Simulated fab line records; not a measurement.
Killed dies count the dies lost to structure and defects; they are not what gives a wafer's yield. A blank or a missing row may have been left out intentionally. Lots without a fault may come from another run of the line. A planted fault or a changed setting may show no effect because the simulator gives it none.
fab line records    flow sky130
record: lots: 5  wafers: 15  lastDay: 49
route steps=708 shown CAP2M@612 METAL4@621 PAD_OPEN@708
lots untouched by any fault: they come from a run of this same line in which no faults occurred
startH: the number of hours between the record's first day and the start of the first shown wafer of the lot    waitH: time in hours since the lot's previous step    " repeats the value in the row above    L1.1+2: one row covering several wafers at once    - no value, or no start given    * or withheld: withheld    < > ~ a bound
route shown NAME@n: names a module that has steps shown in the file, with the first one's number in the route    usual: mean/standard deviation of fault-free wafers    same: alike in all rows    chamber/n: place in a boat    sites: the reading at each site    _std_site: how widely they spread, as a standard deviation    _edge_site: inner sites' mean taken away from outer sites' mean    radiusMm: for every site, how far away it sits from the centre of the wafer    mask NAME#n: copy n    behind: the last tool/chamber to shape the wafer    hold: reason for holding the lot/hours on hold/outcome of the hold    device: transistor that didn't switch, given as n, p or np    end of line: the tests these same wafers got at the end of their route    a step given without rows: its recipe and nothing more    killed: dies lost to structure and defects at the first sort, not the wafer's yield    map: dies across one wafer; x = killed, . = not, _ = none there
set.NAME: the run value of the setting; set.NAME@STEP: its run value at that earlier step    model.NAME: the simulator's own value behind a step, which no gauge read
lots at selected steps of the route; one table per step, one row per wafer
services: when a tool's chamber went out of use (startH, in hours from the record's first day, below 0 if earlier), for how many hours, and the reason
== steps ==
step: SKY_CAP2M_EXPOSE_09
recipe: maskId: CAP2M  na: 0.6  sourceShape: conventional  sigmaOuter: 0.6  polarization: unpolarized  targetCdNm: 1000  doseMj: 159
step: SKY_CAP2M_PEB_10
recipe: tempC: withheld  timeS: *  resist: NOVOLAK
step: SKY_CAP2M_DEVELOP_11
recipe: resist: NOVOLAK  developer: TMAH  developTimeS: 60  devTempC: 23
step: SKY_CAP2M_OVL_MEAS_12
usual: CAP2M_OVL: -0.7/1.7
lot.wafer  tool        chamber  startH   waitH  CAP2M_OVL[nm]
L576.1     overlay-01  -        961.26   0.1    -2.6
L576.4     "           -        "        "      -0.9
L576.6     "           -        "        "      -3.5
L578.1     overlay-02  -        971.01   0.1    -1.8
L578.5     "           -        "        "      -0.1
L578.6     "           -        "        "      -1.2
L590.3     overlay-02  -        1057.08  0.1    -2.4
L590.4     "           -        "        "      -1.5
L590.5     "           -        "        "      -2.3
L593.3     overlay-01  -        1075.57  0.1    1.8
L593.4     "           -        "        "      2.6
L593.5     "           -        "        "      1.3
L595.3     overlay-01  -        1078.63  0.1    1.6
L595.5     "           -        "        "      1.9
L595.6     "           -        "        "      3.3
step: SKY_CAP2M_METAL_ETCH_13
recipe: targetDepthNm: 220  stopOn: SiO2  chemistry: Cl2/BCl3  target: TiN  pressureMtorr: 10  icpW: 900  biasW: 48.5  Cl2_flow_sccm: 60  bcl3FlowSccm: 30  timeS: 62.9
usual: chamberPressureMTorr: 10.000/0.0089  drypumpMotorCurrentA: 5.7/0.34  mfcCl2Sccm: 60.00/0.16  oesProductAu: 0.940/0.0063  rfFwdPowerW: 893/3.8  throttleValvePct: 21.902/0.0095
same: timeS: 62.9
lot.wafer  tool         chamber  startH   waitH  chamberPressureMTorr  drypumpMotorCurrentA  mfcCl2Sccm  oesProductAu  rfFwdPowerW  rfHoursCounterH  throttleValvePct
L576.1     rieMetal-03  0        961.30   0.0    9.996                 5.4                   59.87       0.937         889          5                21.913
L576.4     "            1        "        "      9.999                 5.4                   60.30       0.937         888          -                21.898
L576.6     "            0        "        "      9.996                 5.5                   59.90       0.944         892          -                21.920
L578.1     rieMetal-03  1        971.05   0.0    10.005                5.5                   59.95       0.925         895          17               21.916
L578.5     "            1        "        "      9.995                 5.4                   60.31       0.935         898          -                21.914
L578.6     "            0        "        "      9.975                 5.4                   60.19       0.930         896          -                21.919
L590.3     rieMetal-04  0        1057.13  0.0    10.003                5.3                   60.04       0.947         894          -                21.900
L590.4     "            1        "        "      10.014                5.6                   59.94       0.933         895          -                21.912
L590.5     "            0        "        "      10.006                5.3                   60.12       0.947         894          -                21.890
L593.3     rieMetal-01  0        1075.62  0.0    10.001                6.0                   59.81       0.940         890          -                21.899
L593.4     "            1        "        "      10.008                6.3                   60.04       0.936         898          -                21.916
L593.5     "            1        "        "      10.008                6.3                   60.19       0.939         900          -                21.893
L595.3     rieMetal-03  0        1078.68  0.0    9.991                 5.5                   60.13       0.934         897          -                21.908
L595.5     "            0        "        "      10.004                5.5                   60.00       0.935         894          -                21.908
L595.6     "            1        "        "      10.007                5.5                   59.97       0.930         893          -                21.899
step: SKY_CAP2M_STRIP_14
recipe: chemistry: O2/N2  powerW: 1400  pressureMtorr: 1500  platenTempC: withheld  o2FlowSccm: 3000  n2FlowSccm: 300  overashFraction: 0.5
usual: chamberPressureMTorr: 1500.0/1.3  drypumpMotorCurrentA: 5.3/0.31  oesProductAu: 0.710/0.0045  stripTimeToEndpointS: 12.68/0.04
lot.wafer  tool            chamber  startH   waitH  chamberPressureMTorr  drypumpMotorCurrentA  oesProductAu  rfHoursCounterH  stripTimeToEndpointS
L576.1     plasmaAsher-03  0        961.37   0.1    1501.3                6.1                   0.711         19               12.64
L576.4     "               0        "        "      1499.2                6.1                   0.711         -                12.63
L576.6     "               1        "        "      1500.1                5.3                   0.710         -                12.56
L578.1     plasmaAsher-03  0        971.13   0.1    1499.1                6.1                   0.707         20               12.69
L578.5     "               0        "        "      1499.4                6.1                   0.715         -                12.64
L578.6     "               1        "        "      1498.6                5.3                   0.713         -                12.73
L590.3     plasmaAsher-03  1        1057.21  0.1    1500.3                5.3                   0.706         -                12.69
L590.4     "               0        "        "      1499.3                6.1                   0.707         -                12.65
L590.5     "               1        "        "      1501.5                5.3                   0.714         -                12.68
L593.3     plasmaAsher-01  1        1075.71  0.1    1499.7                5.0                   0.705         -                12.66
L593.4     "               0        "        "      1500.0                5.1                   0.708         -                12.70
L593.5     "               0        "        "      1502.8                5.1                   0.715         -                12.70
L595.3     plasmaAsher-04  0        1078.76  0.1    1499.3                5.1                   0.703         -                12.69
L595.5     "               1        "        "      1498.7                5.4                   0.717         -                12.66
L595.6     "               0        "        "      1499.3                5.1                   0.707         -                12.69
step: SKY_CAP2M_STRIP_15
recipe: chemistry: postEtchResidueRemover  timeS: 1200  tempC: 72.5
step: SKY_CAP2M_CLEAN_16
recipe: chemistry: IPA  timeS: 180  tempC: 25
step: SKY_CAP2M_CLEAN_17
recipe: chemistry: O3/DIW  dry: n2Spin
step: SKY_METAL4_DEHYDRATE_05
recipe: tempC: 200  timeS: 60
step: SKY_METAL4_HMDS_06
recipe: primeTimeS: 60  primeTempC: 120
step: SKY_METAL4_COAT_07
recipe: resist: BARC  tempC: withheld  timeS: withheld  spinRpm: 3000  resistThkNm: 60
step: SKY_METAL4_COAT_08
recipe: resist: KrF-thick  spinRpm: 3000  resistThkNm: 1140
usual: exhaustPa: 44.9/0.89
lot.wafer  tool           chamber  startH  waitH  exhaustPa  model.KrF-thick_of_METAL4_COAT_08.thkNm
L576.1     lithoTrack-02  0        973     -      45.2       1144
L576.4     "              0        "       "      45.4       1141
L576.6     "              0        "       "      45.6       1141
L578.1     lithoTrack-02  0        983     -      44.0       1259
L578.5     "              0        "       "      44.1       1258
L578.6     "              0        "       "      44.0       1260
L590.3     lithoTrack-02  0        1068    -      43.7       1141
L590.4     "              0        "       "      44.8       1144
L590.5     "              0        "       "      43.4       1140
L593.3     lithoTrack-01  0        1085    -      44.7       1145
L593.4     "              0        "       "      44.5       1144
L593.5     "              0        "       "      44.1       1142
L595.3     lithoTrack-04  0        1089    -      44.9       1143
L595.5     "              0        "       "      45.1       1144
L595.6     "              0        "       "      46.8       1141
step: SKY_METAL4_SOFTBAKE_09
recipe: tempC: 100  timeS: 90  resist: KrF-thick
step: SKY_METAL4_EXPOSE_10
recipe: maskId: MM4  na: 0.68  sourceShape: annular  sigmaInner: 0.4  sigmaOuter: 0.8  targetCdNm: 300  doseMj: 28
step: SKY_METAL4_PEB_11
recipe: pebTempC: withheld  pebTimeS: withheld  resist: KrF-thick
step: SKY_METAL4_DEVELOP_12
recipe: developTimeS: 60  resist: KrF-thick  devTempC: 21
step: SKY_METAL4_CD_MEAS_13
recipe: targetCdNm: 300
usual: cdNm: 299.9/1.5
lot.wafer  tool      chamber  startH   waitH  cdNm
L576.1     cdSem-01  -        986.11   -      298.0
L576.4     "         -        "        "      297.9
L576.6     "         -        "        "      297.3
L578.1     cdSem-01  -        994.96   -      303.5
L578.5     "         -        "        "      304.2
L578.6     "         -        "        "      305.1
L590.3     cdSem-01  -        1079.35  -      299.3
L590.4     "         -        "        "      298.5
L590.5     "         -        "        "      296.6
L593.3     cdSem-02  -        1096.52  -      298.8
L593.4     "         -        "        "      298.7
L593.5     "         -        "        "      298.8
L595.3     cdSem-02  -        1099.30  -      297.9
L595.5     "         -        "        "      297.1
L595.6     "         -        "        "      298.8
step: SKY_METAL4_OVL_MEAS_14
usual: METAL4_OVL: 2/5.5
lot.wafer  tool        chamber  startH   waitH  METAL4_OVL[nm]
L576.1     overlay-01  -        986.23   0.1    0
L576.4     "           -        "        "      0
L576.6     "           -        "        "      0
L578.1     overlay-01  -        995.08   0.1    3
L578.5     "           -        "        "      6
L578.6     "           -        "        "      8
L590.3     overlay-02  -        1079.44  0.1    8
L590.4     "           -        "        "      -1
L590.5     "           -        "        "      3
L593.3     overlay-02  -        1096.61  0.1    -3
L593.4     "           -        "        "      -2
L593.5     "           -        "        "      -2
L595.3     overlay-02  -        1099.39  0.1    -2
L595.5     "           -        "        "      2
L595.6     "           -        "        "      2
step: SKY_METAL4_DESCUM_15
recipe: chemistry: O2  sourcePowerW: 150  biasPowerW: 0  pressureMtorr: 10  tempC: 40  timeS: 8
usual: chamberPressureMTorr: 10.000/0.0093  drypumpMotorCurrentA: 5.9/0.34  oesProductAu: 0.996/0.0083  rfFwdPowerW: 147.4/0.89
same: timeS: 8
lot.wafer  tool         chamber  startH   waitH  chamberPressureMTorr  drypumpMotorCurrentA  oesProductAu  rfFwdPowerW  rfHoursCounterH  model.METAL4.cdNm
L576.1     rieMetal-02  0        986.27   0.0    10.011                6.2                   1.002         146.9        11               298.3
L576.4     "            0        "        "      9.993                 6.2                   0.991         147.8        -                298.2
L576.6     "            1        "        "      9.993                 6.1                   0.992         148.2        -                297
L578.1     rieMetal-02  1        995.12   0.0    10.005                6.1                   1.003         147.5        12               303.5
L578.5     "            1        "        "      9.990                 6.1                   1.005         147.1        -                304
L578.6     "            0        "        "      9.994                 6.2                   0.993         148.4        -                305.6
L590.3     rieMetal-01  0        1079.48  0.0    9.981                 6.0                   0.994         146.6        -                299.6
L590.4     "            1        "        "      10.000                6.3                   0.990         148.2        -                299
L590.5     "            1        "        "      9.984                 6.3                   0.993         147.9        -                297.4
L593.3     rieMetal-02  1        1096.66  0.0    9.994                 6.1                   1.009         147.5        -                298.8
L593.4     "            1        "        "      10.002                6.1                   1.015         147.4        -                298.3
L593.5     "            1        "        "      9.993                 6.1                   1.005         147.6        -                298.4
L595.3     rieMetal-02  0        1099.43  0.0    10.000                6.2                   1.006         148.2        -                298.1
L595.5     "            0        "        "      10.006                6.2                   1.011         149.0        -                297.5
L595.6     "            1        "        "      10.015                6.1                   1.011         147.9        -                298.3
step: SKY_METAL4_ETCH_16
recipe: chemistry: N2/H2  target: BARC  ionEnergyEv: 200  biasW: 100  pressureMtorr: 30  n2FlowSccm: 100  h2FlowSccm: 200  icpW: 500  stopOn: SiO2  timeS: 88.2  targetDepthA: 600
usual: chamberPressureMTorr: 30.001/0.028  drypumpMotorCurrentA: 5.9/0.34  oesProductAu: 0.626/0.005  rfFwdPowerW: 496.8/1.9  throttleValvePct: 13.204/0.0088
same: timeS: 88.2
lot.wafer  tool         chamber  startH   waitH  chamberPressureMTorr  drypumpMotorCurrentA  oesProductAu  rfFwdPowerW  rfHoursCounterH  throttleValvePct
L576.1     rieMetal-02  0        986.30   0.0    30.016                6.3                   0.633         500.3        11               13.196
L576.4     "            0        "        "      30.002                6.2                   0.627         497.7        -                13.195
L576.6     "            1        "        "      30.023                6.1                   0.631         494.7        -                13.216
L578.1     rieMetal-02  1        995.15   0.0    29.975                6.1                   0.627         498.8        12               13.205
L578.5     "            1        "        "      30.031                6.1                   0.620         497.7        -                13.201
L578.6     "            0        "        "      30.010                6.2                   0.624         498.2        -                13.216
L590.3     rieMetal-01  0        1079.53  0.0    29.975                6.0                   0.628         496.5        -                13.209
L590.4     "            1        "        "      30.003                6.3                   0.622         494.3        -                13.218
L590.5     "            1        "        "      29.998                6.3                   0.623         493.2        -                13.209
L593.3     rieMetal-02  1        1096.76  0.1    29.971                6.2                   0.625         498.3        -                13.199
L593.4     "            1        "        "      30.000                6.1                   0.627         494.7        -                13.201
L593.5     "            1        "        "      29.984                6.1                   0.627         495.3        -                13.201
L595.3     rieMetal-02  0        1099.48  0.0    29.965                6.1                   0.633         498.2        -                13.210
L595.5     "            0        "        "      30.026                6.2                   0.622         498.3        -                13.197
L595.6     "            1        "        "      29.962                6.1                   0.630         497.7        -                13.206
step: SKY_METAL4_ETCH_17
recipe: target: SiO2  stopOn: TiN  chemistry: C4F8/O2/Ar  sourceW: 1500  biasW: 1200  pressureMtorr: 40  c4f8FlowSccm: withheld  O2_flow_sccm: 6  Ar_flow_sccm: 300  timeS: 3.9  targetDepthA: 150
usual: chamberPressureMTorr: 40.00/0.035  oesProductAu: 0.754/0.0067  rfFwdPowerW: 1469/7.5
same: timeS: 3.9
lot.wafer  tool        chamber  startH   waitH  chamberPressureMTorr  oesProductAu  rfFwdPowerW  rfHoursCounterH  model.METAL4.cdNm
L576.1     rieDiel-03  1        986.40   0.1    40.01                 0.754         1468         1                299.3
L576.4     "           3        "        "      39.97                 0.761         1462         27               298.9
L576.6     "           2        "        "      39.96                 0.759         1481         -                297.2
L578.1     rieDiel-04  2        995.25   0.1    40.01                 0.749         1456         18               302.5
L578.5     "           1        "        "      40.03                 0.761         1471         -                303
L578.6     "           2        "        "      40.04                 0.760         1468         -                306
L590.3     rieDiel-03  1        1079.60  0.0    40.04                 0.746         1461         4                298.9
L590.4     "           2        "        "      39.99                 0.755         1475         -                298
L590.5     "           1        "        "      40.07                 0.750         1455         -                296.5
L593.3     rieDiel-02  3        1096.90  0.1    40.00                 0.759         1457         10               298.3
L593.4     "           0        "        "      39.95                 0.757         1468         7                298.1
L593.5     "           1        "        "      40.04                 0.760         1482         -                297
L595.3     rieDiel-02  0        1099.55  0.0    40.00                 0.752         1463         7                298.4
L595.5     "           1        "        "      39.99                 0.753         1482         -                297.7
L595.6     "           2        "        "      39.95                 0.752         1475         -                297.5
step: SKY_METAL4_METAL_ETCH_18
recipe: targetDepthA: 8450  stopOn: SiO2  overEtchFrac: 0.3  timeS: 183.1  chemistry: Cl2/BCl3  resistSidewallDeg: 88  pressureMtorr: 10  icpW: 900  biasW: 48.5  Cl2_flow_sccm: 60  bcl3FlowSccm: 30
usual: chamberPressureMTorr: 9.999/0.0095  drypumpMotorCurrentA: 5.9/0.33  mfcCl2Sccm: 60.00/0.18  oesProductAu: 0.867/0.0063  rfFwdPowerW: 898/3.4  throttleValvePct: 22.265/0.0084
same: timeS: 183.1
lot.wafer  tool         chamber  startH   waitH  chamberPressureMTorr  drypumpMotorCurrentA  mfcCl2Sccm  oesProductAu  rfFwdPowerW  rfHoursCounterH  throttleValvePct  model.KrF-thick_of_METAL4_COAT_08.thkNm
L576.1     rieMetal-04  0        986.42   0.0    10.014                5.3                   59.70       0.855         889          16               22.251            537.7
L576.4     "            0        "        "      10.002                5.3                   59.78       0.852         893          -                22.268            533.3
L576.6     "            1        "        "      10.001                5.6                   60.10       0.860         899          -                22.275            538.1
L578.1     rieMetal-01  1        995.27   0.0    10.014                6.3                   60.10       0.868         900          17               22.268            653.3
L578.5     "            0        "        "      10.021                5.9                   59.89       0.863         891          -                22.256            647
L578.6     "            1        "        "      10.009                6.3                   59.95       0.856         903          -                22.269            651.8
L590.3     rieMetal-02  0        1079.73  0.1    10.009                6.2                   59.74       0.864         898          -                22.264            529.7
L590.4     "            0        "        "      10.002                6.2                   59.78       0.861         895          -                22.255            531.5
L590.5     "            0        "        "      10.000                6.2                   59.82       0.855         896          -                22.263            529.3
L593.3     rieMetal-04  1        1096.97  0.1    9.994                 5.6                   60.11       0.864         902          -                22.256            537.8
L593.4     "            0        "        "      10.006                5.4                   59.93       0.874         896          -                22.257            535.2
L593.5     "            0        "        "      10.016                5.3                   59.79       0.871         899          -                22.277            530.8
L595.3     rieMetal-04  0        1099.62  0.1    10.000                5.3                   60.15       0.879         897          -                22.259            534.5
L595.5     "            0        "        "      9.985                 5.3                   59.96       0.871         899          -                22.261            535.3
L595.6     "            1        "        "      10.010                5.7                   60.30       0.868         901          -                22.252            533.3
step: SKY_METAL4_STRIP_19
recipe: chemistry: O2/N2  powerW: 1400  pressureMtorr: 1500  platenTempC: withheld  o2FlowSccm: 3000  n2FlowSccm: 300  overashFraction: 0.5
usual: chamberPressureMTorr: 1500.0/1.4  drypumpMotorCurrentA: 5.19/0.23  oesProductAu: 0.503/0.0052  stripTimeToEndpointS: 6.58/0.057
lot.wafer  tool            chamber  startH   waitH  chamberPressureMTorr  drypumpMotorCurrentA  oesProductAu  rfHoursCounterH  stripTimeToEndpointS
L576.1     plasmaAsher-04  0        986.60   0.1    1499.0                5.13                  0.498         81               6.64
L576.4     "               0        "        "      1500.7                5.13                  0.509         -                6.60
L576.6     "               0        "        "      1499.8                5.11                  0.511         -                6.63
L578.1     plasmaAsher-02  0        995.45   0.1    1501.3                4.95                  0.553         120              7.79
L578.5     "               1        "        "      1498.7                5.65                  0.547         -                7.70
L578.6     "               0        "        "      1499.9                4.94                  0.542         -                7.77
L590.3     plasmaAsher-01  0        1080.00  0.2    1499.6                5.08                  0.502         -                6.56
L590.4     "               1        "        "      1500.4                5.03                  0.511         -                6.58
L590.5     "               0        "        "      1501.1                5.08                  0.507         -                6.57
L593.3     plasmaAsher-02  1        1097.12  0.1    1499.3                5.66                  0.511         -                6.65
L593.4     "               0        "        "      1500.5                4.93                  0.498         -                6.63
L593.5     "               1        "        "      1498.9                5.67                  0.501         -                6.56
L595.3     plasmaAsher-02  0        1099.78  0.1    1500.4                4.93                  0.495         -                6.63
L595.5     "               1        "        "      1498.5                5.64                  0.507         -                6.62
L595.6     "               0        "        "      1499.6                4.92                  0.496         -                6.59
step: SKY_METAL4_STRIP_20
recipe: chemistry: postEtchResidueRemover  timeS: 1200  tempC: 72.5
step: SKY_PAD_OPEN_PROBE_99
usual: defectLimitedYield: 82.4/2.1  killed_at_M0_to_M3: 44/7.3  killed_at_M4_up: 3.0/1.9  killedAtContacts: 24/5  killedAtFrontEnd: 16/4.5  killedAtOther: 0.3/0.46  killedDies: 87/10  killedOpen: 47/8.3  killedShort: 39/6.4  sort_bin_3_pad_short: 0.8/0.43  sort_bin_5_function: 10.5/1.6  sort_bin_6_memory: 6.3/1.1  sortNPass: 405/10  sortYieldPct: 82.4/2.1
same: grossDies: 492  killedAtBackSide: 0  sort_bin_4_leakage[%]: 0  sort_bin_8_speed[%]: 0
lot.wafer  tool       chamber  startH   waitH  defectLimitedYield[%]  killed_at_M0_to_M3  killed_at_M4_up  killedAtContacts  killedAtFrontEnd  killedAtOther  killedDies  killedOpen  killedShort  sort_bin_3_pad_short[%]  sort_bin_5_function[%]  sort_bin_6_memory[%]  sortNPass  sortYieldPct[%]
L576.1     prober-02  -        1082.79  0.1    81.1                   41                  3                26                22                1              93          55          38           0.8                      10.4                    7.7                   399        81.1
L576.4     prober-02  -        1082.94  0.2    82.1                   32                  3                30                23                0              88          51          37           0.4                      11.0                    6.5                   404        82.1
L576.6     prober-02  -        1083.04  0.2    84.1                   41                  4                21                12                0              78          43          35           0.8                      11.2                    3.9                   414        84.1
L578.1     prober-02  -        1090.13  0.1    84.6                   38                  4                25                9                 0              76          37          39           0.4                      9.3                     5.7                   416        84.6
L578.5     prober-02  -        1090.33  0.2    82.9                   44                  0                27                13                0              84          48          36           0.6                      11.6                    4.9                   408        82.9
L578.6     prober-02  -        1090.38  0.2    81.1                   46                  0                30                17                0              93          53          40           0.8                      11.0                    7.1                   399        81.1
L590.3     prober-02  -        1162.85  0.2    81.3                   45                  6                23                18                0              92          52          40           1.2                      11.2                    6.3                   400        81.3
L590.4     prober-02  -        1162.90  0.2    83.5                   41                  5                23                12                0              81          43          38           0.6                      10.6                    5.3                   411        83.5
L590.5     prober-02  -        1162.95  0.2    85.0                   43                  1                16                13                1              74          33          41           0.6                      9.6                     4.9                   418        85.0
L593.3     prober-01  -        1177.27  0.2    81.1                   49                  2                22                19                1              93          53          40           1.0                      11.8                    6.1                   399        81.1
L593.4     prober-01  -        1177.32  0.2    84.1                   43                  1                21                13                0              78          36          42           1.4                      8.9                     5.5                   414        84.1
L593.5     prober-01  -        1177.37  0.2    83.5                   42                  1                20                17                1              81          47          34           0.6                      8.5                     7.3                   411        83.5
killed by level:class
L576.1 LI_CONTACT:geometricParticle:open=9 CONTACT:geometricParticle:open=9 VIA2:geometricParticle:open=8 POLY_GATE:geometricParticle:open=6 VIA3:geometricParticle:open=6 VIA1:geometricParticle:open=6 FIELD_ISO:geometricParticle:open=5 CONTACT:geometricParticle:short=5
L576.4 LI_CONTACT:geometricParticle:open=11 CONTACT:geometricParticle:open=9 VIA3:geometricParticle:open=8 POLY_GATE:geometricParticle:short=7 VIA1:geometricParticle:open=5 CONTACT:geometricParticle:short=5 POLY_GATE:geometricParticle:open=4 METAL1:geometricParticle:short=4
L576.6 VIA1:geometricParticle:open=10 LI_CONTACT:geometricParticle:open=7 CONTACT:geometricParticle:open=7 VIA3:geometricParticle:open=6 VIA3:geometricParticle:short=5 METAL1:geometricParticle:short=4 METAL2:geometricParticle:short=4 VIA2:geometricParticle:open=4
L578.1 CONTACT:geometricParticle:open=9 VIA1:geometricParticle:open=8 CONTACT:geometricParticle:short=6 METAL2:geometricParticle:short=6 VIA3:geometricParticle:open=6 LI_CONTACT:geometricParticle:open=5 VIA2:geometricParticle:open=5 POLY_GATE:geometricParticle:short=4
L578.5 CONTACT:geometricParticle:open=11 METAL1:geometricParticle:short=8 LI_CONTACT:geometricParticle:open=7 POLY_GATE:geometricParticle:open=6 VIA2:geometricParticle:open=6 VIA1:geometricParticle:open=6 METAL2:geometricParticle:short=6 LOCAL_INTERCONNECT:geometricParticle:short=5
L578.6 CONTACT:geometricParticle:open=17 METAL1:geometricParticle:short=9 VIA3:geometricParticle:open=8 VIA2:geometricParticle:open=7 FIELD_ISO:geometricParticle:short=6 LI_CONTACT:geometricParticle:open=6 VIA1:geometricParticle:short=6 VIA1:geometricParticle:open=5
L590.3 VIA1:geometricParticle:open=12 CONTACT:geometricParticle:open=9 VIA3:geometricParticle:open=7 FIELD_ISO:geometricParticle:open=6 VIA2:geometricParticle:open=6 METAL2:geometricParticle:short=6 LI_CONTACT:geometricParticle:open=5 FIELD_ISO:geometricParticle:short=4
L590.4 METAL1:geometricParticle:short=10 CONTACT:geometricParticle:open=9 VIA3:geometricParticle:open=8 VIA1:geometricParticle:open=6 LI_CONTACT:geometricParticle:open=6 FIELD_ISO:geometricParticle:open=5 METAL4:geometricParticle:short=4 VIA2:geometricParticle:short=4
L590.5 VIA1:geometricParticle:open=10 METAL1:geometricParticle:short=8 LI_CONTACT:geometricParticle:open=7 FIELD_ISO:geometricParticle:short=4 FIELD_ISO:geometricParticle:open=4 LI_CONTACT:geometricParticle:short=4 VIA2:geometricParticle:open=4 VIA3:geometricParticle:short=4
L593.3 CONTACT:geometricParticle:open=10 METAL1:geometricParticle:short=9 VIA1:geometricParticle:open=9 VIA2:geometricParticle:open=7 METAL3:geometricParticle:short=6 POLY_GATE:geometricParticle:open=5 LI_CONTACT:geometricParticle:open=5 LOCAL_INTERCONNECT:geometricParticle:short=5
L593.4 METAL2:geometricParticle:short=9 VIA1:geometricParticle:open=8 METAL1:geometricParticle:short=7 VIA2:geometricParticle:open=6 CONTACT:geometricParticle:open=6 LI_CONTACT:geometricParticle:open=5 CONTACT:geometricParticle:short=5 FIELD_ISO:geometricParticle:short=4
L593.5 CONTACT:geometricParticle:open=9 METAL2:geometricParticle:short=7 VIA1:geometricParticle:open=7 VIA3:geometricParticle:open=6 LI_CONTACT:geometricParticle:open=5 METAL1:geometricParticle:short=5 VIA2:geometricParticle:open=5 FIELD_ISO:geometricParticle:open=4
== services ==
tool            chamber  startH   hours  kind
rieMetal-04     0        963.45   5.2    repair
plasmaAsher-02  -        974.25   0.9    repair
rieDiel-02      -        974.44   0.8    repair
rieDiel-03      2        979.07   6.8    repair
rieMetal-02     0        1000.76  2.1    repair
rieMetal-04     0        1001.77  20.9   repair
rieMetal-02     1        1002.37  5.3    repair
plasmaAsher-03  -        1006.89  6.4    repair
rieDiel-03      -        1008.41  0.1    repair
plasmaAsher-01  -        1012.34  2.8    pm
plasmaAsher-03  -        1013.32  2.8    pm
plasmaAsher-03  -        1017.33  1.6    repair
plasmaAsher-03  -        1018.53  10.4   repair
rieMetal-02     1        1039.03  55.6   repair
plasmaAsher-03  -        1040.47  14.6   pm
rieMetal-04     -        1041.95  0.6    repair
plasmaAsher-02  -        1045.63  14.6   pm
rieMetal-04     -        1051.56  2.8    pm
rieMetal-03     -        1052.97  0.3    repair
plasmaAsher-02  -        1060.23  9.0    pm
plasmaAsher-02  -        1084.42  4.3    pm
plasmaAsher-03  -        1084.63  0.3    repair
rieMetal-02     0        1087.64  10.5   repair
rieMetal-01     -        1091.85  0.4    repair
== key ==
firstSign: step: SKY_METAL4_CD_MEAS_13  reading: cdNm  direction: up  sigmas: 3  usual: 299.9  struck: 304.3
effect: step: SKY_METAL4_STRIP_19  reading: stripTimeToEndpointS  direction: up  sigmas: 21  usual: *  struck: *
modelEffect: step: SKY_METAL4_COAT_08  value: KrF-thick_of_METAL4_COAT_08.thkNm  without: 1138  struck: 1259
modelEffect: step: SKY_METAL4_DESCUM_15  value: METAL4.cdNm  without: 300.6  struck: 304.4
modelEffect: step: SKY_METAL4_ETCH_17  value: METAL4.cdNm  without: 300  struck: 303.9
modelEffect: step: SKY_METAL4_METAL_ETCH_18  value: KrF-thick_of_METAL4_COAT_08.thkNm  without: 529.4  struck: 650.7
metAt SKY_METAL4_COAT_08
struckWafers L578.1,L578.5,L578.6
onsetBetween 973 983
fault: kind: processParameterDrift  tool: lithoTrack-02  chamber: -  onsetH: 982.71  steps: SKY_METAL4_COAT_08  channel: resistThkNm  offset: 121.58  shape: step  endH: 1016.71  actsIn: theseRecipesOnly  stated: 1140
